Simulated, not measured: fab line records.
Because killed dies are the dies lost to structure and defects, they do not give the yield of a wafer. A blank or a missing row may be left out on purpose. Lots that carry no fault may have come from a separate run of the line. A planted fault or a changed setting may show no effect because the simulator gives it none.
Chamber matching -- flow sky130 -- SKY_LI_CONTACT_CMP_02 on cmp-01: 4 sister chambers
The step polishes PSG. 14 wafers are shown with their chamber, then 7 later ones without.

EACH WAFER AND ITS CHAMBER
wafer,chamber,motor_current_A (A),time_to_endpoint_s (s)
L812.1,3,13.8,32.1
L812.3,0,12.8,33.1
L812.6,3,14.2,32.9
L813.1,1,14.2,28.2
L813.3,2,10.1,28.6
L813.5,2,10.0,31.6
L816.1,0,11.9,29.4
L816.2,3,14.2,32.4
L816.5,1,13.3,28.2
L817.3,3,13.8,30.7
L817.4,2,9.7,33.4
L817.5,0,12.5,32.2
L819.2,3,13.6,33.5
L819.4,1,13.5,27.2

SIGNATURES (means of the wafers above)
reading,chamber 0,chamber 1,chamber 2,chamber 3,scatter within a chamber
motor_current_A,12.400,13.667,9.933,13.920,0.352
time_to_endpoint_s,31.567,27.867,31.200,32.320,1.56
Rule: distance of a wafer from a chamber = root of the sum over the readings of ((wafer's reading minus chamber's mean) / reading's scatter) squared. The wafer belongs to the nearest chamber; if the next one is less than 2 further off, it can't be placed. The scatter: take each reading less its chamber's mean, square it, sum over the shown wafers, divide by the number of wafers less the number of chambers, and take the root.

WAFERS WHOSE CHAMBER IS MISSING
wafer,motor_current_A (A),time_to_endpoint_s (s)
L819.6,9.8,30.7
L832.1,14.3,33.3
L832.2,13.1,32.5
L832.4,9.4,34.4
L833.1,12.5,35.0
L833.4,13.4,33.7
L833.5,14.4,35.1

THE CHAMBER EACH PASSED THROUGH
wafer,from the rows above,in truth
L819.6,2,2
L832.1,3,3
L832.2,can't be placed: 0 or 3 or 1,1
L832.4,2,2
L833.1,0,0
L833.4,can't be placed: 3 or 0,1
L833.5,3,3
Correctly placed: 5 of 7. These rows do not allow placing 2 (true chamber among the candidates in 1). Wrongly placed: 0.
